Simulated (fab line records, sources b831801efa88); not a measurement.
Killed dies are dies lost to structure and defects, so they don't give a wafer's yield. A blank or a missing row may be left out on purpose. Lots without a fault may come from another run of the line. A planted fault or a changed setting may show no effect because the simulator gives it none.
Tool commonality check | flow sky130 | 13 lots, 39 wafers sampled

WHY IT WAS OPENED
At SKY_SONOS_ONO_CD_MEAS_13 the reading cd_nm is flagged on 2 of 13 lots. Wafers without a fault read 410.1 nm, standard deviation 2.4.
Rule: a lot is flagged when every wafer of it that has a number lies more than 4 standard deviations from that mean, or none has a number. The other lots count as sound.

lot  | measured     | on        | cd_nm (nm), wafer by wafer | flag
L295 | day 12 20:32 | cd_sem-02 | 406.8 409.1 409.7          |
L296 | day 13 05:13 | cd_sem-01 | 411.7 411.5 412.8          |
L297 | day 13 12:59 | cd_sem-02 | 413.7 411.0 413.9          |
L298 | day 13 16:31 | cd_sem-01 | 410.0 409.0 408.6          |
L303 | day 16 12:29 | cd_sem-01 | 410.0 409.3 409.7          |
L305 | day 16 22:52 | cd_sem-01 | 408.3 406.9 407.3          |
L304 | day 16 23:02 | cd_sem-02 | 386.4 385.3 385.2          | FLAGGED
L307 | day 18 00:49 | cd_sem-02 | 389.1 387.1 386.6          | FLAGGED
L311 | day 18 22:52 | cd_sem-01 | 408.5 407.4 406.4          |
L312 | day 18 23:45 | cd_sem-02 | 412.7 414.6 415.1          |
L313 | day 19 04:34 | cd_sem-02 | 408.6 410.0 408.5          |
L315 | day 19 20:48 | cd_sem-01 | 408.1 410.8 413.0          |
L316 | day 20 06:42 | cd_sem-02 | 409.0 408.5 406.9          |
The numbers of the flagged lots are 386.6 nm on average: -23.5 nm against the usual, or -10 standard deviations.

WHICH TOOL RAN EACH LOT
The record holds 1 process step before the reading, out of a route of 708 steps. In each cell: the tool, then ch and the chambers that the sampled wafers went through, then the start.
lot  | flag    | SKY_SONOS_ONO_DEVELOP_12
L295 |         | litho_track-04 ch 0, day 12 20:24
L296 |         | litho_track-01 ch 0, day 13 05:04
L297 |         | litho_track-02 ch 0, day 13 12:50
L298 |         | litho_track-01 ch 0, day 13 16:22
L303 |         | litho_track-01 ch 0, day 16 12:20
L305 |         | litho_track-02 ch 0, day 16 22:43
L304 | FLAGGED | litho_track-01 ch 0, day 16 22:53
L307 | FLAGGED | litho_track-01 ch 0, day 18 00:40
L311 |         | litho_track-04 ch 0, day 18 22:43
L312 |         | litho_track-02 ch 0, day 18 23:37
L313 |         | litho_track-02 ch 0, day 19 04:25
L315 |         | litho_track-04 ch 0, day 19 20:39
L316 |         | litho_track-04 ch 0, day 20 06:33
What these steps do:
- SKY_SONOS_ONO_DEVELOP_12: develop time 60 s.
- SKY_SONOS_ONO_CD_MEAS_13: target cd 410 nm.

FLAGGED OVER TOTAL, TOOL BY TOOL (the gauges that took the reading come last)
step                     | tool           | lots run | flagged | share of the flagged lots | sound lots run after its first flagged lot
SKY_SONOS_ONO_DEVELOP_12 | litho_track-01 | 5        | 2       | all                       | 0
SKY_SONOS_ONO_DEVELOP_12 | litho_track-02 | 4        | 0       | none                      | -
SKY_SONOS_ONO_DEVELOP_12 | litho_track-04 | 4        | 0       | none                      | -
SKY_SONOS_ONO_CD_MEAS_13 | cd_sem-01      | 6        | 0       | none                      | -
SKY_SONOS_ONO_CD_MEAS_13 | cd_sem-02      | 7        | 2       | all                       | 3 (L312,L313,L316)

WHAT THE TABLE ALLOWS
2 rows of the table ran every flagged lot: litho_track-01 at SKY_SONOS_ONO_DEVELOP_12, cd_sem-02 at SKY_SONOS_ONO_CD_MEAS_13.
- litho_track-01 at SKY_SONOS_ONO_DEVELOP_12: 2 of its 5 lots flagged. Its last sound lot is L303 (day 16 12:20), its first flagged lot L304 (day 16 22:53): a fault that began between those two fits.
- cd_sem-02 at SKY_SONOS_ONO_CD_MEAS_13: 2 of its 7 lots flagged. Sound lots ran on it after the first flagged one (L312, L313, L316), which a lasting fault on the whole tool wouldn't allow.
One tool is left: litho_track-01 at SKY_SONOS_ONO_DEVELOP_12.

WHAT THE SIMULATOR HAD PUT IN
Process parameter drift: litho_track-01, from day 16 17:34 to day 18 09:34, at SKY_SONOS_ONO_DEVELOP_12. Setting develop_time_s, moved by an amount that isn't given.
Lots struck among those shown: L304, L307. The rule above found the same.
